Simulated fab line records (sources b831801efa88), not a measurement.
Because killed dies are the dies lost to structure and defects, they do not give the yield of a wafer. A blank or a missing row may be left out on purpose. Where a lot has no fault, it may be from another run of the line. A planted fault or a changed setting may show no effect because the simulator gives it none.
A single fault, viewed from 2 desks + flow gf180mcu + numbers are kept per desk, each desk with only its own; the story behind them comes last

THE TOOL OWNER'S DESK: pvdSputter-03
The tool's own readings at GF_MIM_SPUTTER_08 (material AlCu, target thk 200 nm, time 11.03 s): means of the sampled wafers that have a number, for each lot that ran on this tool. If a lot's mean is further than 4 standard deviations from the usual mean, the lot is out of limits and carries the mark OUT (the distance appears in the brackets).
Columns: A = throttleValvePct at GF_MIM_SPUTTER_08, usual 30.1 %
| lot  | first seen here | A    |
|------|-----------------|------|
| L266 | day 24 12:40    | 30.9 |
| L274 | day 27 14:18    | 30.8 |
| L275 | day 27 20:52    | 31.0 |
| L277 | day 28 12:12    | 31.0 |
Result from this desk: across the 4 lots, nothing is out of limits.

FROM THE METROLOGY DESK
What the gauges read, lot by lot, whatever tool the lot ran on: means of the sampled wafers that have a number. If a lot's mean is further than 4 standard deviations from the usual mean, the lot is out of limits and carries the mark OUT (the distance appears in the brackets).
Columns: A = V4_W_RS at GF_V4_RS_MEAS_24, usual 0.326 ohm/sq; B = V4_W_THK at GF_V4_THK_MEAS_25, usual 361 nm; C = MIM_CVD_05_THK at GF_MIM_THK_MEAS_06, usual 42.2 nm; D = MIM_ALCU_RS at GF_MIM_RS_MEAS_10, usual 0.1541 ohm/sq; E = MIM_ALCU_THK at GF_MIM_THK_MEAS_11, usual 207.6 nm
| lot  | first seen here | A     | B   | C    | D                 | E     |
|------|-----------------|-------|-----|------|-------------------|-------|
| L266 | day 24 11:50    | 0.326 | 354 | 41.1 | 0.1543            | 205.7 |
| L270 | day 25 22:31    | 0.328 | 365 | 42.9 | 0.1552            | 206.3 |
| L274 | day 27 13:28    | 0.326 | 366 | 42.1 | 0.1619 (+4.6) OUT | 198.9 |
| L275 | day 27 20:02    | 0.324 | 368 | 42.7 | 0.1612 (+4.2) OUT | 200.1 |
| L277 | day 28 11:22    | 0.330 | 359 | 43.0 | 0.1597            | 202.0 |
| L285 | day 30 13:15    | 0.324 | 369 | 41.4 | 0.1534            | 208.6 |
| L288 | day 31 11:14    | 0.325 | 371 | 41.8 | 0.1547            | 205.6 |
Finding of this desk: L274, L275 out of limits, first seen on L274 at day 27 14:22 (MIM_ALCU_RS at GF_MIM_RS_MEAS_10). Within limits: L266, L270, L277, L285, L288.

BROUGHT TOGETHER
Metrology desk: alarm possible at day 27 14:22 on L274, L275.
The tool owner's desk saw nothing out of limits.
The tool owner's desk has L274, L275 on record, within its limits.
GF_MIM_SPUTTER_08 was run on pvdSputter-03 by each of the lots named.

WHAT THE SIMULATOR HAD INSERTED
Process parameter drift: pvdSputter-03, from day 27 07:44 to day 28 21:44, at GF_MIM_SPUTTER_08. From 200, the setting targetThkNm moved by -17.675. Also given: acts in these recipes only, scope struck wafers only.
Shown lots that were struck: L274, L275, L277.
Delay in hours, fault start to first out-of-limits reading, per desk: metrology desk 7.
